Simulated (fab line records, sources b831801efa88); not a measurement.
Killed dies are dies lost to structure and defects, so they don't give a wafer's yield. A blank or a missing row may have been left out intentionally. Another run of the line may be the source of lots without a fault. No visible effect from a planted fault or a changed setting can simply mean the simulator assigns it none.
Check of tool commonality + flow gf180mcu + 12 lots and 36 wafers in the sample

WHY IT WAS OPENED
2 of 12 lots carry a flag on the reading NWELL_RS at GF_VT_IMPLANT_RS_MEAS_47. Fault-free wafers read 487.6 ohm/sq, with a standard deviation of 1.3.
Rule: a lot is flagged in two cases, either no wafer of it has a number, or all its wafers with numbers fall more than 4 standard deviations from that mean. All remaining lots are regarded as sound.

| lot  | measured     | on            | NWELL_RS (ohm/sq), wafer by wafer | flag    |
|------|--------------|---------------|-----------------------------------|---------|
| L563 | day 7 12:00  | film-metro-04 | 485.5 488.5 487.6                 |         |
| L564 | day 7 20:56  | film-metro-03 | 489.2 490.0 488.8                 |         |
| L565 | day 8 02:30  | film-metro-01 | 486.9 487.5 485.6                 |         |
| L569 | day 9 04:14  | film-metro-03 | 485.9 486.1 484.8                 |         |
| L571 | day 9 18:12  | film-metro-04 | 487.2 487.5 487.3                 |         |
| L573 | day 10 07:20 | film-metro-01 | 487.1 486.3 486.4                 |         |
| L574 | day 10 15:20 | film-metro-03 | 490.5 489.1 489.2                 |         |
| L576 | day 11 02:38 | film-metro-01 | 488.8 487.7 487.3                 |         |
| L577 | day 11 11:37 | film-metro-03 | 517.6 516.4 516.6                 | FLAGGED |
| L578 | day 11 18:23 | film-metro-03 | 513.8 515.3 512.6                 | FLAGGED |
| L583 | day 13 05:46 | film-metro-03 | 487.6 488.2 488.8                 |         |
| L586 | day 13 22:20 | film-metro-04 | 488.7 487.7 487.0                 |         |
The mean of the flagged lots' numbers is 515.4 ohm/sq, +27.8 ohm/sq from the usual (+21 standard deviations).

EACH LOT AND THE TOOL IT RAN ON
The record holds 1 process step before the reading, out of a route of 602 steps. Each cell gives the tool, then ch followed by the chambers the sampled wafers passed through, then the start.
| lot  | flag    | GF_NWELL_IMPLANT_09            |
|------|---------|--------------------------------|
| L563 |         | implanter-02 ch 0, day 3 06:49 |
| L564 |         | implanter-02 ch 0, day 3 12:46 |
| L565 |         | implanter-02 ch 0, day 3 18:55 |
| L569 |         | implanter-04 ch 0, day 4 15:46 |
| L571 |         | implanter-03 ch 0, day 5 02:44 |
| L573 |         | implanter-04 ch 0, day 5 12:40 |
| L574 |         | implanter-03 ch 0, day 5 19:37 |
| L576 |         | implanter-04 ch 0, day 6 04:58 |
| L577 | FLAGGED | implanter-03 ch 0, day 6 12:59 |
| L578 | FLAGGED | implanter-03 ch 0, day 6 18:01 |
| L583 |         | implanter-02 ch 0, day 7 23:41 |
| L586 |         | implanter-04 ch 0, day 8 12:52 |
What is done by these steps:
- GF_NWELL_IMPLANT_09
- GF_VT_IMPLANT_RS_MEAS_47: measures by four-point-probe.

FLAGGED OVER TOTAL, TOOL BY TOOL (the gauges that took the reading come last)
| step                     | tool          | lots run | flagged | share of the flagged lots | sound lots run after its first flagged lot |
|--------------------------|---------------|----------|---------|---------------------------|--------------------------------------------|
| GF_NWELL_IMPLANT_09      | implanter-02  | 4        | 0       | none                      | -                                          |
| GF_NWELL_IMPLANT_09      | implanter-03  | 4        | 2       | all                       | 0                                          |
| GF_NWELL_IMPLANT_09      | implanter-04  | 4        | 0       | none                      | -                                          |
| GF_VT_IMPLANT_RS_MEAS_47 | film-metro-01 | 3        | 0       | none                      | -                                          |
| GF_VT_IMPLANT_RS_MEAS_47 | film-metro-03 | 6        | 2       | all                       | 1 (L583)                                   |
| GF_VT_IMPLANT_RS_MEAS_47 | film-metro-04 | 3        | 0       | none                      | -                                          |

WHAT IS ALLOWED BY THE TABLE
implanter-03 at GF_NWELL_IMPLANT_09 and film-metro-03 at GF_VT_IMPLANT_RS_MEAS_47 are the 2 rows of the table that ran each flagged lot.
- implanter-03 at GF_NWELL_IMPLANT_09: 2 of its 4 lots flagged. Its last sound lot is L574 (day 5 19:37), its first flagged lot L577 (day 6 12:59): a fault that began between those two fits. Its own readings lie more than 4 standard deviations out on every wafer of the flagged lots: dose-ions-cm2, faraday-current-uA.
- film-metro-03 at GF_VT_IMPLANT_RS_MEAS_47: 2 of its 6 lots flagged. After the first flagged lot (L583), sound lots still ran on it; a lasting fault on the whole tool would not permit that.
What remains is a single tool, implanter-03 at GF_NWELL_IMPLANT_09.

WHAT THE SIMULATOR HAD PUT IN
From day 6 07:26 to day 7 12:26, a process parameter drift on implanter-03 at GF_NWELL_IMPLANT_09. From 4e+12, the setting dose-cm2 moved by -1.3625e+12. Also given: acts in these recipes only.
Struck lots among those shown: L577, L578. The same result came from the rule above.
